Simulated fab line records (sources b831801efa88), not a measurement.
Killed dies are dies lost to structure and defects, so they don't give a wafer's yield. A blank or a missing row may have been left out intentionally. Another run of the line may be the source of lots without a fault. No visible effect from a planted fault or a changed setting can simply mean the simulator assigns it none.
Which tool is to blame?    flow gf180mcu    36 wafers from 12 lots sampled at 4 of the route's 602 steps

## WHAT THE GAUGES SHOWED, per wafer
GF_PASSIVATION_BOW_MEAS_14. Usual: for PASSIVATION_BOW the level is 138 um and the standard deviation is 9.2.
lot   measured      on            PASSIVATION_BOW (um)  flag
L889  day 29 17:16  filmMetro-04  149 143 141           
L890  day 30 05:11  filmMetro-03  141 135 137           
L891  day 30 14:50  filmMetro-04  132 124 124           
L892  day 30 21:07  filmMetro-04  143 148 135           
L893  day 31 07:15  filmMetro-03  148 143 137           
L895  day 31 17:19  filmMetro-01  151 135 140           
L896  day 32 02:56  filmMetro-04  154 151 144           
L897  day 32 09:14  filmMetro-04  133 141 135           
L898  day 32 14:13  filmMetro-04  136 142 141           
L899  day 32 20:22  filmMetro-04  135 145 142           
L903  day 33 18:22  filmMetro-03  139 153 152           
L904  day 34 03:08  filmMetro-03  145 151 141           

## TOOL THAT RAN EACH LOT (tool first, then ch and the chambers of the sampled wafers, then the start)
lot   GF_M2_STRIP_17                       GF_M5_ETCH_09                      GF_PASSIVATION_ETCH_11
L889  plasmaAsher-01 ch 0,1, day 20 04:50  rieDiel-01 ch 0,1,3, day 27 01:37  rieDiel-03 ch 1,2, day 29 15:24
L890  plasmaAsher-01 ch 0,1, day 20 17:45  rieDiel-01 ch 0,1,3, day 27 14:49  rieDiel-04 ch 2,3, day 30 03:19
L891  plasmaAsher-01 ch 0,1, day 21 06:42  rieDiel-04 ch 0,1, day 28 00:31    rieDiel-03 ch 0,1,2, day 30 12:58
L892  plasmaAsher-04 ch 0,1, day 21 12:51  rieDiel-01 ch 0,1,3, day 28 06:19  rieDiel-04 ch 0,2,3, day 30 19:13
L893  plasmaAsher-01 ch 0,1, day 22 02:21  rieDiel-01 ch 0,3, day 28 17:16    rieDiel-03 ch 0,1,3, day 31 05:22
L895  plasmaAsher-01 ch 0,1, day 22 16:38  rieDiel-01 ch 0,3, day 29 04:19    rieDiel-04 ch 0,3, day 31 15:25
L896  plasmaAsher-03 ch 0,1, day 23 04:39  rieDiel-04 ch 0,3, day 29 15:58    rieDiel-03 ch 1,2,3, day 32 01:03
L897  plasmaAsher-03 ch 0,1, day 23 12:13  rieDiel-04 ch 2,3, day 29 21:40    rieDiel-04 ch 1,2,3, day 32 07:22
L898  plasmaAsher-01 ch 0,1, day 23 20:26  rieDiel-01 ch 1,3, day 30 04:16    rieDiel-02 ch 1,3, day 32 12:18
L899  plasmaAsher-01 ch 0,1, day 24 03:42  rieDiel-03 ch 0,1,2, day 30 10:40  rieDiel-02 ch 0,1,3, day 32 18:30
L903  plasmaAsher-01 ch 0,1, day 25 09:38  rieDiel-03 ch 0,1,2, day 31 11:19  rieDiel-02 ch 0,1,2, day 33 16:28
L904  plasmaAsher-01 ch 1, day 25 18:11    rieDiel-03 ch 0,2,3, day 31 20:34  rieDiel-02 ch 0,1,2, day 34 01:15
- GF_M2_STRIP_17: strips in O2/N2.
- GF_M5_ETCH_09: etches Si3N4 in CF4/O2, target depth 52 nm, time 11.6 s.
- GF_PASSIVATION_ETCH_11: etches the open film in CF4/O2, stops on TiN, target depth 2040 nm, time 453.3 s.

## AS READ BY THE TOOLS THEMSELVES (means over the sampled wafers that have a number; for cases with no such wafer, the mark the record gives instead)
GF_M2_STRIP_17. Usual: drypumpMotorCurrentA 5.66 A, standard deviation 0.29; heaterPowerW 324 W, standard deviation 25; o2FlowSccm 2998 sccm, standard deviation 9.6; oesProductAu 0.537 a.u., standard deviation 0.0041; stripTimeToEndpointS 7.374 s, standard deviation 0.03.
lot   tool            drypumpMotorCurrentA (A)  heaterPowerW (W)  o2FlowSccm (sccm)  oesProductAu (a.u.)  stripTimeToEndpointS (s)  flag
L889  plasmaAsher-01  5.75                      310               3005               0.533                7.359                     
L890  plasmaAsher-01  5.85                      317               3000               0.537                7.363                     
L891  plasmaAsher-01  5.84                      317               3000               0.533                7.376                     
L892  plasmaAsher-04  5.29                      315               2988               0.535                7.353                     
L893  plasmaAsher-01  5.75                      308               3002               0.538                7.366                     
L895  plasmaAsher-01  5.86                      317               2990               0.537                7.352                     
L896  plasmaAsher-03  5.68                      336               3003               0.535                7.362                     
L897  plasmaAsher-03  5.66                      335               2991               0.536                7.384                     
L898  plasmaAsher-01  5.74                      307               2998               0.538                7.358                     
L899  plasmaAsher-01  5.74                      311               2993               0.540                7.373                     
L903  plasmaAsher-01  5.89                      316               3004               0.540                7.390                     
L904  plasmaAsher-01  5.61                      308               2991               0.536                7.408                     

GF_M5_ETCH_09. Usual: drypumpMotorCurrentA 5.6 A, standard deviation 0.45; oesProductAu 1.001 a.u., standard deviation 0.0076; throttleValvePct 5.969 %, standard deviation 0.0085.
lot   tool        drypumpMotorCurrentA (A)  oesProductAu (a.u.)  throttleValvePct (%)  flag
L889  rieDiel-01  5.4                       1.004                5.962                 
L890  rieDiel-01  5.4                       1.005                5.969                 
L891  rieDiel-04  5.4                       1.002                5.960                 
L892  rieDiel-01  5.4                       1.001                5.968                 
L893  rieDiel-01  5.6                       0.996                5.969                 
L895  rieDiel-01  5.6                       0.994                5.970                 
L896  rieDiel-04  5.6                       1.000                5.969                 
L897  rieDiel-04  6.0                       1.014                5.970                 
L898  rieDiel-01  5.2                       1.008                5.971                 
L899  rieDiel-03  5.5                       0.997                5.965                 
L903  rieDiel-03  5.4                       0.999                5.976                 
L904  rieDiel-03  5.8                       1.000                5.958                 

GF_PASSIVATION_ETCH_11. Usual: drypumpMotorCurrentA 5.8 A, standard deviation 0.39; oesProductAu 0.990 a.u., standard deviation 0.006; throttleValvePct 5.969 %, standard deviation 0.0082.
lot   tool        drypumpMotorCurrentA (A)  oesProductAu (a.u.)  throttleValvePct (%)  flag
L889  rieDiel-03  5.4                       0.991                5.967                 
L890  rieDiel-04  6.1                       0.987                5.965                 
L891  rieDiel-03  5.5                       0.986                5.966                 
L892  rieDiel-04  5.9                       0.993                5.975                 
L893  rieDiel-03  5.7                       0.985                5.970                 
L895  rieDiel-04  5.4                       0.986                5.972                 
L896  rieDiel-03  5.6                       0.987                5.969                 
L897  rieDiel-04  5.9                       0.987                5.965                 
L898  rieDiel-02  5.9                       0.984                5.971                 
L899  rieDiel-02  6.0                       0.991                5.969                 
L903  rieDiel-02  5.8                       0.999                5.975                 
L904  rieDiel-02  5.8                       0.993                5.968                 

## THE ANSWER, worked out from the rows above alone
Rule: a lot counts as off when the mean over its wafers that have a number is more than 3 standard deviations away from the usual mean. A lot without any number at a reading at which 4 lots or more have one is off too. The other lots that the step has rows for count as sound. After the gauges, taken in route order, come the tools' own readings; for these a lot's mean is taken, as printed above. At the first step where some lot is off, the reading lying furthest off is the one used; lots without a number count as furthest.
Across all readings shown, no lot is off: no conclusion can be drawn from this.

## WHAT THE SIMULATOR HAD INSERTED
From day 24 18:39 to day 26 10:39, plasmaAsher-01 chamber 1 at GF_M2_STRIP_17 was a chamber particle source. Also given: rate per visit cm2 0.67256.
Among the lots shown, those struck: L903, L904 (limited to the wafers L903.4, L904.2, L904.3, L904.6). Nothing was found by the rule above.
